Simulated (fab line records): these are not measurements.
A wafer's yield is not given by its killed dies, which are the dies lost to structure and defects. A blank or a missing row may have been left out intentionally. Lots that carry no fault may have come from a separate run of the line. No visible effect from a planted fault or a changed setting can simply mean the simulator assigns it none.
Which tool is to blame?    flow gf180mcu    Sampling: 6 lots, 18 wafers, 2 of 602 route steps

## WHAT EACH GAUGE READ, for each wafer
GF_HV_LDD_CD_MEAS_19 targets a cd of 400 nm.
lot   measured      on         cd_nm (nm)
L468  day 11 08:11  cd_sem-02  401.8 401.2 401.7
L471  day 11 13:26  cd_sem-02  399.1 399.5 400.3
L473  day 11 23:22  cd_sem-02  402.0 402.4 399.9
L478  day 13 06:56  cd_sem-01  402.5 371.8 397.0 402.4 371.8 397.1
L487  day 16 11:32  cd_sem-01  395.5 399.4 399.1
L489  day 17 05:07  cd_sem-02  395.6 399.2 397.4

## TOOL THAT RAN EACH LOT (tool first, then ch and the chambers of the sampled wafers, then the start)
lot   GF_HV_LDD_DEVELOP_18
L468  litho_track-02 ch 0, day 11 08:02
L471  litho_track-01 ch 0, day 11 13:17
L473  litho_track-02 ch 0, day 11 23:14
L478  litho_track-02 ch 0, day 13 06:47
L487  litho_track-02 ch 0, day 16 11:23
L489  litho_track-03 ch 0, day 17 04:59
- GF_HV_LDD_DEVELOP_18: develop time 60 s.

## THE ANSWER, worked out from the rows above alone
Rule: the usual values come from the lots themselves. Put in order of their means at a reading, lots are off if they are a third of the lots or fewer, leave a main group of 4 or more, and stand apart from it by a gap of 3 or more times the standard deviation of the main group's means; of several such gaps the widest counts. Not used: any main group whose means are identical at the precision the tables above print for the reading. Also off: a lot with no number at a reading for which 4 or more lots have one. The other lots that the step has rows for count as sound.
Off, at GF_HV_LDD_CD_MEAS_19 on cd_nm: L478. The main group has a mean of 399.6 nm with a standard deviation of 1.7.
If a tool, at a process step before that reading, ran all the lots that are off and no sound lot after the first of them, it fits. Those tools and the gauges at GF_HV_LDD_CD_MEAS_19 are tried in the same way. Not one of the candidates tried fits.

## WHAT HAD BEEN PUT IN BY THE SIMULATOR
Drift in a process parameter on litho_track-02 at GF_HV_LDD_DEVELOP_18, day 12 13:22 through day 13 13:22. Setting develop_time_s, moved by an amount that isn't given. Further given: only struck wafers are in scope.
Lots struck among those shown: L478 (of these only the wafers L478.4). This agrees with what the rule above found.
